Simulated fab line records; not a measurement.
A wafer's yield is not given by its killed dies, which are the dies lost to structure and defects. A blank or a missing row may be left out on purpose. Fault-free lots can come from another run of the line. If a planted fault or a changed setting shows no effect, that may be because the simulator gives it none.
fab line records + flow sky130 + part 2 of 2: steps 29 to 41 of 41
[record]
- lots = 5
- wafers = 15
- lastDay = 50
route steps=708 shown RES_XHIGH@360 SALICIDE@361 LI_CONTACT@362 LOCAL_INTERCONNECT@387
lots that met no fault: from a run of the same line without faults
startH: the number of hours between the record's first day and the start of the first shown wafer of the lot + waitH: how many hours have passed since the lot's step before this one + " as in the row above + L1.1+2: a single row standing in for several wafers + - value missing, or start not given + * or withheld: withheld + < > ~ a bound
route shown NAME@n: a module of which the file shows steps, and the number in the route of the first + usual: mean/standard deviation taken from wafers without a fault + same: alike in all rows + chamber/n: place in a boat + sites: each site's reading + _std_site: how widely they spread, as a standard deviation + _edge_site: outer sites' mean less inner sites' + radiusMm: for every site, how far away it sits from the centre of the wafer + mask NAME#n: copy n + behind: the most recent tool/chamber to have shaped the wafer + hold: the reason the lot was held/the length of the hold in hours/how it ended + device: transistor that didn't switch, given as n, p or np + end of line: at the end of the route, the tests of the same wafers + a step with no rows: only its recipe + killed: count of dies lost to structure and defects at first sort (not the wafer's yield) + map: shows each die of a wafer: x if killed, . if not, _ if none is there
set.NAME: the setting as run; set.NAME@STEP: as run at that earlier step + model.NAME: the simulator's own value behind a step, which no gauge read
lots at selected steps of the route; one table per step, one row per wafer
services: when a tool's chamber went out of use (startH, in hours from the record's first day, below 0 if earlier), for how many hours, and the reason
[[steps]]
[step SKY_LOCAL_INTERCONNECT_RS_MEAS_01]
[recipe]
- thkMeasGauge = four-point-probe
- reads = TiN_of_LOCAL_INTERCONNECT_SPUTTER_00
[usual]
- LOCAL_INTERCONNECT_TIN_RS = 14.14/0.17
| lot.wafer | tool         | chamber | startH | waitH | LOCAL_INTERCONNECT_TIN_RS[ohm/sq] |
|-----------|--------------|---------|--------|-------|-----------------------------------|
| L074.1    | filmMetro-01 | -       | 667.78 | 0.0   | 14.40                             |
| L074.2    | "            | -       | "      | "     | 14.43                             |
| L074.5    | "            | -       | "      | "     | 14.52                             |
| L084.1    | filmMetro-04 | -       | 755.34 | 0.0   | 14.20                             |
| L084.5    | "            | -       | "      | "     | 14.20                             |
| L084.6    | "            | -       | "      | "     | 14.10                             |
| L089.1    | filmMetro-03 | -       | 797.77 | 0.0   | 14.02                             |
| L089.4    | "            | -       | "      | "     | 13.88                             |
| L089.5    | "            | -       | "      | "     | 14.15                             |
| L092.1    | filmMetro-01 | -       | 815.22 | 0.0   | 14.01                             |
| L092.2    | "            | -       | "      | "     | 14.08                             |
| L092.4    | "            | -       | "      | "     | 14.10                             |
| L095.1    | filmMetro-04 | -       | 842.48 | 0.0   | 14.31                             |
| L095.4    | "            | -       | "      | "     | 14.32                             |
| L095.6    | "            | -       | "      | "     | 14.41                             |
[step SKY_LOCAL_INTERCONNECT_THK_MEAS_02]
[recipe]
- thkMeasGauge = xrf
- reads = TiN_of_LOCAL_INTERCONNECT_SPUTTER_00
[usual]
- LOCAL_INTERCONNECT_TIN_THK = 99.5/1.3
| lot.wafer | tool         | chamber | startH | waitH | LOCAL_INTERCONNECT_TIN_THK[nm] |
|-----------|--------------|---------|--------|-------|--------------------------------|
| L074.1    | filmMetro-01 | -       | 667.90 | 0.1   | 97.9                           |
| L074.2    | "            | -       | "      | "     | 97.5                           |
| L074.5    | "            | -       | "      | "     | 97.1                           |
| L084.1    | filmMetro-04 | -       | 755.46 | 0.1   | 100.1                          |
| L084.5    | "            | -       | "      | "     | 100.5                          |
| L084.6    | "            | -       | "      | "     | 100.7                          |
| L089.1    | filmMetro-03 | -       | 797.89 | 0.1   | 100.3                          |
| L089.4    | "            | -       | "      | "     | 100.9                          |
| L089.5    | "            | -       | "      | "     | 99.1                           |
| L092.1    | filmMetro-01 | -       | 815.34 | 0.1   | 101.7                          |
| L092.2    | "            | -       | "      | "     | 101.3                          |
| L092.4    | "            | -       | "      | "     | 100.2                          |
| L095.1    | filmMetro-04 | -       | 842.60 | 0.1   | 98.9                           |
| L095.4    | "            | -       | "      | "     | 99.3                           |
| L095.6    | "            | -       | "      | "     | 98.7                           |
[step SKY_LOCAL_INTERCONNECT_DEHYDRATE_03]
[recipe]
- tempC = 200
- timeS = 60
| lot.wafer  | tool          | chamber | startH | waitH |
|------------|---------------|---------|--------|-------|
| L074.1+2+5 | lithoTrack-02 | 0       | 681.54 | 13.6  |
| L084.1+5+6 | lithoTrack-03 | 0       | 768.42 | 12.9  |
| L089.1+4+5 | lithoTrack-03 | 0       | 810.17 | 12.3  |
| L092.1+2+4 | lithoTrack-01 | 0       | 828.45 | 13.1  |
| L095.1+4+6 | lithoTrack-03 | 0       | 855.72 | 13.1  |
[step SKY_LOCAL_INTERCONNECT_HMDS_04]
[recipe]
- primeTimeS = 60
- primeTempC = 120
| lot.wafer  | tool          | chamber | startH | waitH |
|------------|---------------|---------|--------|-------|
| L074.1+2+5 | lithoTrack-02 | 0       | 681.69 | 0.1   |
| L084.1+5+6 | lithoTrack-03 | 0       | 768.57 | 0.1   |
| L089.1+4+5 | lithoTrack-03 | 0       | 810.32 | 0.1   |
| L092.1+2+4 | lithoTrack-01 | 0       | 828.60 | 0.1   |
| L095.1+4+6 | lithoTrack-03 | 0       | 855.87 | 0.1   |
[step SKY_LOCAL_INTERCONNECT_COAT_05]
[recipe]
- resist = BARC
- tempC = withheld
- timeS = withheld
- spinRpm = 3000
- resistThkNm = 60
| lot.wafer  | tool          | chamber | startH | waitH |
|------------|---------------|---------|--------|-------|
| L074.1+2+5 | lithoTrack-02 | 0       | 681.84 | 0.1   |
| L084.1+5+6 | lithoTrack-03 | 0       | 768.72 | 0.1   |
| L089.1+4+5 | lithoTrack-03 | 0       | 810.47 | 0.1   |
| L092.1+2+4 | lithoTrack-01 | 0       | 828.75 | 0.1   |
| L095.1+4+6 | lithoTrack-03 | 0       | 856.02 | 0.1   |
[step SKY_LOCAL_INTERCONNECT_COAT_06]
[recipe]
- resist = KrF-thick
- spinRpm = 3000
- resistThkNm = 450
| lot.wafer  | tool          | chamber | startH | waitH |
|------------|---------------|---------|--------|-------|
| L074.1+2+5 | lithoTrack-02 | 0       | -      | -     |
| L084.1+5+6 | lithoTrack-03 | 0       | -      | -     |
| L089.1+4+5 | lithoTrack-03 | 0       | -      | -     |
| L092.1+2+4 | lithoTrack-01 | 0       | -      | -     |
| L095.1+4+6 | lithoTrack-03 | 0       | -      | -     |
[step SKY_LOCAL_INTERCONNECT_SOFTBAKE_07]
[recipe]
- tempC = 100
- timeS = 90
- resist = KrF-thick
| lot.wafer  | tool          | chamber | startH | waitH |
|------------|---------------|---------|--------|-------|
| L074.1+2+5 | lithoTrack-02 | 0       | -      | -     |
| L084.1+5+6 | lithoTrack-03 | 0       | -      | -     |
| L089.1+4+5 | lithoTrack-03 | 0       | -      | -     |
| L092.1+2+4 | lithoTrack-01 | 0       | -      | -     |
| L095.1+4+6 | lithoTrack-03 | 0       | -      | -     |
[step SKY_LOCAL_INTERCONNECT_EXPOSE_08]
[recipe]
- maskId = LI1M
- na = 0.8
- sourceShape = annular
- sigmaInner = 0.55
- sigmaOuter = 0.85
- targetCdNm = 170
- doseMj = 28
| lot.wafer  | tool          | chamber | startH | waitH | mask   |
|------------|---------------|---------|--------|-------|--------|
| L074.1+2+5 | krfScanner-01 | 0       | -      | -     | LI1M#0 |
| L084.1+5+6 | krfScanner-02 | 0       | -      | -     | LI1M#0 |
| L089.1+4+5 | krfScanner-01 | 0       | -      | -     | LI1M#0 |
| L092.1+2+4 | krfScanner-02 | 0       | -      | -     | LI1M#0 |
| L095.1+4+6 | krfScanner-01 | 0       | -      | -     | LI1M#0 |
[step SKY_LOCAL_INTERCONNECT_PEB_09]
[recipe]
- pebTempC = withheld
- pebTimeS = withheld
- resist = KrF-thick
| lot.wafer  | tool          | chamber | startH | waitH |
|------------|---------------|---------|--------|-------|
| L074.1+2+5 | lithoTrack-02 | 0       | -      | -     |
| L084.1+5+6 | lithoTrack-03 | 0       | -      | -     |
| L089.1+4+5 | lithoTrack-02 | 0       | -      | -     |
| L092.1+2+4 | lithoTrack-03 | 0       | -      | -     |
| L095.1+4+6 | lithoTrack-01 | 0       | -      | -     |
[step SKY_LOCAL_INTERCONNECT_DEVELOP_10]
[recipe]
- developTimeS = 60
- resist = KrF-thick
- devTempC = 21
[same]
- developTimeS = 60
| lot.wafer  | tool          | chamber | startH | waitH |
|------------|---------------|---------|--------|-------|
| L074.1+2+5 | lithoTrack-02 | 0       | -      | -     |
| L084.1+5+6 | lithoTrack-03 | 0       | -      | -     |
| L089.1+4+5 | lithoTrack-02 | 0       | -      | -     |
| L092.1+2+4 | lithoTrack-03 | 0       | -      | -     |
| L095.1+4+6 | lithoTrack-01 | 0       | -      | -     |
[step SKY_LOCAL_INTERCONNECT_CD_MEAS_11]
[recipe]
- targetCdNm = 170
[usual]
- cdNm = 170.5/1.7
| lot.wafer | tool     | chamber | startH | waitH | cdNm  |
|-----------|----------|---------|--------|-------|-------|
| L074.1    | cdSem-02 | -       | 695.94 | -     | 171.0 |
| L074.2    | "        | -       | "      | "     | 171.7 |
| L074.5    | "        | -       | "      | "     | 170.9 |
| L084.1    | cdSem-01 | -       | 781.82 | -     | 173.1 |
| L084.5    | "        | -       | "      | "     | 172.6 |
| L084.6    | "        | -       | "      | "     | 173.2 |
| L089.1    | cdSem-01 | -       | 823.94 | -     | 169.7 |
| L089.4    | "        | -       | "      | "     | 168.9 |
| L089.5    | "        | -       | "      | "     | 168.7 |
| L092.1    | cdSem-02 | -       | 842.12 | -     | 168.2 |
| L092.2    | "        | -       | "      | "     | 167.9 |
| L092.4    | "        | -       | "      | "     | 166.9 |
| L095.1    | cdSem-02 | -       | 868.75 | -     | 170.4 |
| L095.4    | "        | -       | "      | "     | 169.6 |
| L095.6    | "        | -       | "      | "     | 170.1 |
[step SKY_LOCAL_INTERCONNECT_OVL_MEAS_12]
[usual]
- LOCAL_INTERCONNECT_OVL = -1/4.9
| lot.wafer | tool       | chamber | startH | waitH | LOCAL_INTERCONNECT_OVL[nm] |
|-----------|------------|---------|--------|-------|----------------------------|
| L074.1    | overlay-01 | -       | 696.06 | 0.1   | -3                         |
| L074.2    | "          | -       | "      | "     | -6                         |
| L074.5    | "          | -       | "      | "     | -2                         |
| L084.1    | overlay-02 | -       | 781.94 | 0.1   | -2                         |
| L084.5    | "          | -       | "      | "     | -4                         |
| L084.6    | "          | -       | "      | "     | -14                        |
| L089.1    | overlay-02 | -       | 824.06 | 0.1   | 4                          |
| L089.4    | "          | -       | "      | "     | 1                          |
| L089.5    | "          | -       | "      | "     | -2                         |
| L092.1    | overlay-01 | -       | 842.24 | 0.1   | -6                         |
| L092.2    | "          | -       | "      | "     | 2                          |
| L092.4    | "          | -       | "      | "     | -5                         |
| L095.1    | overlay-02 | -       | 868.87 | 0.1   | -5                         |
| L095.4    | "          | -       | "      | "     | -2                         |
| L095.6    | "          | -       | "      | "     | 3                          |
[step SKY_LOCAL_INTERCONNECT_ETCH_13]
[recipe]
- chemistry = N2/H2
- target = BARC
- ionEnergyEv = 200
- biasW = 100
- pressureMtorr = 30
- n2FlowSccm = 100
- h2FlowSccm = 200
- icpW = 500
- stopOn = SiO2
- timeS = 45.9
- targetDepthA = 600
[usual]
- biasW = 100.01/0.27
- drypumpMotorCurrentA = 5.7/0.47
- oesProductAu = 0.855/0.0047
- throttleValvePct = 13.226/0.0089
| lot.wafer | tool        | chamber | startH | waitH | biasW  | drypumpMotorCurrentA | oesProductAu | rfHoursCounterH | throttleValvePct |
|-----------|-------------|---------|--------|-------|--------|----------------------|--------------|-----------------|------------------|
| L074.1    | rieMetal-02 | 0       | 696.09 | 0.0   | 100.16 | 6.4                  | 0.858        | 12              | 13.254           |
| L074.2    | "           | 1       | "      | "     | 100.34 | 5.9                  | 0.859        | 10              | 13.237           |
| L074.5    | "           | 1       | "      | "     | 100.31 | 5.8                  | 0.855        | -               | 13.226           |
| L084.1    | rieMetal-04 | 0       | 781.98 | 0.0   | 99.74  | 6.1                  | 0.854        | 13              | 13.213           |
| L084.5    | "           | 1       | "      | "     | 100.02 | 5.4                  | 0.857        | -               | 13.225           |
| L084.6    | "           | 0       | "      | "     | 100.28 | 6.1                  | 0.858        | -               | 13.219           |
| L089.1    | rieMetal-02 | 0       | 824.09 | 0.0   | 100.29 | 6.4                  | 0.853        | 0               | 13.219           |
| L089.4    | "           | 0       | "      | "     | 100.27 | 6.4                  | 0.862        | -               | 13.246           |
| L089.5    | "           | 1       | "      | "     | 99.38  | 5.8                  | 0.852        | -               | 13.223           |
| L092.1    | rieMetal-04 | 0       | 842.28 | 0.0   | 100.05 | 6.1                  | 0.857        | 15              | 13.221           |
| L092.2    | "           | 1       | "      | "     | 100.15 | 5.4                  | 0.847        | 6               | 13.217           |
| L092.4    | "           | 1       | "      | "     | 100.65 | 5.4                  | 0.851        | -               | 13.224           |
| L095.1    | rieMetal-02 | 1       | 868.91 | 0.0   | 99.33  | 5.8                  | 0.859        | 19              | 13.224           |
| L095.4    | "           | 1       | "      | "     | 99.82  | 5.8                  | 0.853        | -               | 13.225           |
| L095.6    | "           | 1       | "      | "     | 99.53  | 5.8                  | 0.857        | -               | 13.229           |
[[services]]
| tool          | chamber | startH | hours | kind   |
|---------------|---------|--------|-------|--------|
| wetBench-04   | -       | 615.31 | 4.4   | pm     |
| krfScanner-02 | -       | 619.94 | 0.8   | pm     |
| krfScanner-02 | -       | 625.88 | 1.0   | pm     |
| rieDiel-01    | 2       | 644.76 | 5.4   | repair |
| rieDiel-01    | 1       | 650.41 | 3.1   | repair |
| pvdSputter-04 | -       | 654.26 | 6.1   | repair |
| cmp-02        | -       | 663.02 | 1.0   | repair |
| pvdSputter-04 | -       | 676.15 | 3.4   | repair |
| krfScanner-02 | -       | 706.85 | 0.2   | repair |
| cmp-02        | -       | 717.35 | 4.5   | pm     |
| pvdSputter-04 | -       | 728.37 | 2.9   | repair |
| pvdSputter-04 | -       | 729.19 | 5.5   | repair |
| cmp-02        | -       | 735.13 | 5.7   | pm     |
| cmp-02        | -       | 745.24 | 4.0   | pm     |
| pvdSputter-03 | -       | 749.85 | 2.8   | repair |
| krfScanner-02 | -       | 753.74 | 1.3   | pm     |
| cmp-02        | -       | 757.26 | 14.4  | pm     |
| krfScanner-02 | -       | 773.94 | 0.7   | repair |
| krfScanner-02 | -       | 788.86 | 0.8   | pm     |
| cmp-02        | -       | 794.43 | 1.6   | repair |
| krfScanner-02 | -       | 797.82 | 1.0   | pm     |
| krfScanner-02 | -       | 801.48 | 5.5   | repair |
| rieDiel-01    | 0       | 841.66 | 4.7   | repair |
| pvdSputter-02 | -       | 858.62 | 2.3   | repair |
